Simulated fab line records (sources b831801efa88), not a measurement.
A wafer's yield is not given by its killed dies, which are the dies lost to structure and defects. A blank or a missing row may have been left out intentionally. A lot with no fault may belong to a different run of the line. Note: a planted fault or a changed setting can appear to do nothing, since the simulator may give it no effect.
Struck lot and sound lot, side by side ; flow gf180mcu ; 22 steps out of a route of 602
Sound: wafers L100.3, L100.5, L100.6. Wafers struck: L990.3, L990.4, L990.5. The cause is given at the end.
For every step that has rows: the tool of each side, followed by ch and its chambers, followed by its first start. Under that, the readings that differ: sound wafers ; struck wafers ; difference of the means ; sigmas: that difference in standard deviations of wafers without a fault.
alike: readings whose means differ by less than 2 such deviations, and words and numbers that are the same on both sides. not compared: withheld readings, readings that some wafer has no value for, bounds like >300 that may hide the same value, and numbers for which the record gives no deviation and whose values overlap.
Wherever a step has rows on one side only, a row that says differs or no value, or a row with sigmas, the two part there. When numbers do not overlap yet have no deviation, they are printed without sigmas and do not part them. A reading missing from all wafers of one side parts the sides only when that side holds two or more wafers.

first, 6 steps without rows for these wafers: GF_VT_IMPLANT_HMDS_23 (prime time 60 s); GF_VT_IMPLANT_COAT_24 (resist thk 1000 nm); GF_VT_IMPLANT_SOFTBAKE_25 (time 60 s); GF_VT_IMPLANT_EXPOSE_26 (exposes mask LVPWELL HV AREA, target cd 860 nm); GF_VT_IMPLANT_PEB_27; GF_VT_IMPLANT_DEVELOP_28 (develop time 60 s).
GF_VT_IMPLANT_OVL_MEAS_29:
  sound: overlay-01 at day 12 07:37; struck: overlay-01 at day 9 15:50
  alike: VT_IMPLANT_02_OVL
then, 1 step without rows for these wafers: GF_VT_IMPLANT_IMPLANT_30.
GF_VT_IMPLANT_STRIP_31: strips in O2/N2.
  sound on plasmaAsher-04 ch 0,1, day 12 07:50; struck on plasmaAsher-01 ch 0,1, day 9 16:02
  alike: drypumpMotorCurrentA, heaterPowerW, oesProductAu, stripTimeToEndpointS
  not compared: rfHoursCounterH
GF_VT_IMPLANT_TW_MEAS_32:
  sound: filmMetro-04 at day 12 07:55; struck: filmMetro-04 at day 9 16:09
  alike: VT_IMPLANT_3_TW
then, 2 steps without rows for these wafers: GF_VT_IMPLANT_DEHYDRATE_33 (time 60 s); GF_VT_IMPLANT_HMDS_34 (prime time 60 s).
GF_VT_IMPLANT_COAT_35: resist thk 1000 nm.
  sound on lithoTrack-03 ch 0, day 12 16:58; struck on lithoTrack-01 ch 0, day 9 23:43
reading;sound;struck;difference;sigmas
model.NOVOLAK_of_VT_IMPLANT_COAT_35.thkNm (nm);1001 999.6 1001;1080 1077 1080;+78;
  alike: spinSpeedRpm
then, 3 steps without rows for these wafers: GF_VT_IMPLANT_SOFTBAKE_36 (time 60 s); GF_VT_IMPLANT_EXPOSE_37 (exposes mask Nwell HV AREA, target cd 860 nm); GF_VT_IMPLANT_PEB_38.
GF_VT_IMPLANT_DEVELOP_39: develop time 60 s.
  sound on lithoTrack-03 ch 0, day 13 03:43; struck on lithoTrack-03 ch 0, day 10 08:55
reading;sound;struck;difference;sigmas
model.NOVOLAK_of_VT_IMPLANT_COAT_35.thkNm (nm);1000 999.2 1000;1079 1076 1079;+78;
GF_VT_IMPLANT_OVL_MEAS_40:
  sound: overlay-01 at day 13 03:49; struck: overlay-01 at day 10 09:01
  alike: VT_IMPLANT_03_OVL
then, 1 step without rows for these wafers: GF_VT_IMPLANT_IMPLANT_41.
GF_VT_IMPLANT_STRIP_42: strips in O2/N2.
  sound on plasmaAsher-01 ch 0,1, day 13 04:02; struck on plasmaAsher-03 ch 0,1, day 10 09:14
reading;sound;struck;difference;sigmas
stripTimeToEndpointS (s);12.63 12.61 12.63;13.46 13.43 13.46;+0.83;+26
  alike: drypumpMotorCurrentA, heaterPowerW, oesProductAu
  not compared: rfHoursCounterH
GF_VT_IMPLANT_TW_MEAS_43:
  sound: filmMetro-02 at day 13 04:07; struck: filmMetro-02 at day 10 09:19
  alike: VT_IMPLANT_4_TW
then, 1 step without rows for these wafers: GF_PASSIVATION_PROBE_99.

## WHERE THEY PART
GF_VT_IMPLANT_STRIP_42 only, going by this record. Later steps at which nothing parts them and some readings are alike: GF_VT_IMPLANT_TW_MEAS_43.

WHY: whatever the simulator had introduced
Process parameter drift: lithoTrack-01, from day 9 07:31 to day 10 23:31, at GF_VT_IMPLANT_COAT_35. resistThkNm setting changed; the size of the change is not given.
